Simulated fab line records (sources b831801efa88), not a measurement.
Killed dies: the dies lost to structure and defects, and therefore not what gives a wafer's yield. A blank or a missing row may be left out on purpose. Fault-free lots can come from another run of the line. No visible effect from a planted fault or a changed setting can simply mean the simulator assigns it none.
2 desks looking at one fault    flow sfqLine    what lay behind the numbers comes last; until then each desk has only its own

== THE METROLOGY DESK ==
What the gauges read for every lot (on any tool): the sampled wafers with a number, averaged. If a lot's mean is further than 4 standard deviations from the usual mean, the lot is out of limits and carries the mark OUT (the distance appears in the brackets).
Columns: A = I4_OVL at SFQ_I4_OVL_MEAS_928, usual -2 nm
lot   first seen here  A
L808  day 47 12:55     -1
L809  day 47 15:05     -7
L810  day 47 21:05     -9
L811  day 47 22:17     -2
L812  day 48 04:25     -2
L813  day 48 09:40     -3
L814  day 48 10:52     7
L815  day 48 20:47     5
L816  day 49 03:59     -5
L817  day 50 05:11     -3
L819  day 50 11:11     -3
L820  day 50 13:35     -1
L821  day 50 15:59     -5
L822  day 50 18:23     3
L830  day 58 10:44     0
Finding of this desk: none of the 15 lots has anything out of limits.

== TOOL OWNER'S DESK, cmp-02 ==
The tool's own readings at SFQ_TRILAYER_I4_CMP_CMP_100 (polishes SiO2): means of the sampled wafers that have a number, for each lot that ran on this tool. If a lot's mean is further than 4 standard deviations from the usual mean, the lot is out of limits and carries the mark OUT (the distance appears in the brackets).
Columns: A = edgeZonePressureFrac at SFQ_TRILAYER_I4_CMP_CMP_100, usual 1.000; B = motorCurrentA at SFQ_TRILAYER_I4_CMP_CMP_100, usual 10.0 A; C = timeToEndpointS at SFQ_TRILAYER_I4_CMP_CMP_100, usual 217 s
lot   first seen here  A      B     C
L810  day 42 01:46     0.996  10.1  216
L811  day 42 05:16     1.004  9.8   212
L812  day 42 07:46     1.000  10.2  222
L814  day 42 13:46     0.997  9.1   212
L815  day 42 22:46     1.001  9.6   205
L819  day 45 14:18     1.004  9.8   214
L820  day 45 16:48     1.004  9.9   224
L821  day 45 23:48     1.002  9.9   232
L822  day 46 01:48     1.002  9.7   218
Finding of this desk: none of the 9 lots has anything out of limits.

== BROUGHT TOGETHER ==
Metrology desk: nothing out of limits seen.
The desk of the tool owner found nothing out of limits.

== WHAT THE SIMULATOR HAD INSERTED ==
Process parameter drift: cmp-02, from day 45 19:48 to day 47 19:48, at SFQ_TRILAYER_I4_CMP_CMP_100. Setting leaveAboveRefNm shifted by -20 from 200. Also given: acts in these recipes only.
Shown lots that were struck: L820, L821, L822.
